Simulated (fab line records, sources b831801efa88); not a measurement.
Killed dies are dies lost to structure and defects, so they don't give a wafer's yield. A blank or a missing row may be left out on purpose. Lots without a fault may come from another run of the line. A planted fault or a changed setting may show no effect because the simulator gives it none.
A struck lot beside a sound one | flow sky130 | 14 steps out of a route of 708
Sound: wafers L574.2, L574.3, L574.4. Struck: wafers L576.2, L576.5, L576.6. The cause comes at the end.
At each step with rows: each side's tool, then ch and its chambers, then its first start. Under that, the readings that differ: sound wafers | struck wafers | difference of the means | sigmas: that difference in standard deviations of wafers without a fault.
alike: readings whose means differ by less than 2 such deviations, and words and numbers that are the same on both sides. not compared: withheld readings, readings that some wafer has no value for, bounds like >300 that may hide the same value, and numbers for which the record gives no deviation and whose values overlap.
The two part at a step that has a row with sigmas, a row that says differs or no value, or rows on one side only. Numbers that don't overlap but have no deviation are shown without sigmas and don't part them. A reading that every wafer of one side lacks parts them only if that side has two wafers or more.

first, 3 steps without rows for these wafers: SKY_SONOS_TUNNEL_EXPOSE_04 (exposes mask TUNM, target cd 410 nm); SKY_SONOS_TUNNEL_PEB_05; SKY_SONOS_TUNNEL_DEVELOP_06 (develop time 60 s).
SKY_SONOS_TUNNEL_CD_MEAS_07: target cd 410 nm.
  sound on cd_sem-01, day 14 23:44; struck on cd_sem-02, day 15 19:20
  alike: cd_nm
SKY_SONOS_TUNNEL_OVL_MEAS_08:
  sound on overlay-02, day 14 23:50; struck on overlay-01, day 15 19:26
  reading               | sound         | struck         | difference | sigmas
  SONOS_TUNNEL_OVL (nm) | 1.3 -0.3 -0.2 | -1.8 -2.4 -2.2 | -2.4       | -2
then, 3 steps without rows for these wafers: SKY_SONOS_TUNNEL_IMPLANT_09; SKY_SONOS_TUNNEL_WET_ETCH_10 (etches SiO2 in dHF, target depth 14 nm, time 280 s); SKY_SONOS_TUNNEL_STRIP_11 (strips in SPM, time 600 s).
SKY_SONOS_TUNNEL_TW_MEAS_12:
  sound on film_metro-04, day 15 00:17; struck on film_metro-03, day 15 19:53
  reading         | sound             | struck            | difference | sigmas
  SONOS_TUNNEL_TW | 199.6 199.3 199.0 | 196.6 195.8 195.9 | -3.2       | -2
then, 2 steps without rows for these wafers: SKY_SONOS_TUNNEL_CLEAN_13 (cleans in dHF, time 20 s); SKY_SONOS_ONO_OXIDATION_00 (stabilise 600 s, purge 300 s, target thk 2.6 nm).
SKY_SONOS_ONO_THK_MEAS_01:
  sound on film_metro-04, day 15 01:58; struck on film_metro-02, day 15 21:37
  alike: SONOS_ONO_OXIDATION_THK
SKY_SONOS_ONO_CVD_02: deposits Si3N4 from DCS/NH3, target thk 10.5 nm, time 189 s.
  sound on lpcvd-02 ch 1, day 15 03:39; struck on lpcvd-02 ch 1, day 16 00:07
  no value came back on the struck wafers for pressure_mtorr (mTorr), spike_tc_bottom_C (C); on the sound wafers pressure_mtorr (mTorr) reads 249.5 250.0 249.7
SKY_PAD_OPEN_PROBE_99:
  the record has rows for the sound wafers here (prober-02, day 49 04:29) and none for the struck ones

WHERE THEY PART
First at SKY_SONOS_TUNNEL_OVL_MEAS_08; last, within this record, at SKY_PAD_OPEN_PROBE_99.

WHY: what the simulator had put in
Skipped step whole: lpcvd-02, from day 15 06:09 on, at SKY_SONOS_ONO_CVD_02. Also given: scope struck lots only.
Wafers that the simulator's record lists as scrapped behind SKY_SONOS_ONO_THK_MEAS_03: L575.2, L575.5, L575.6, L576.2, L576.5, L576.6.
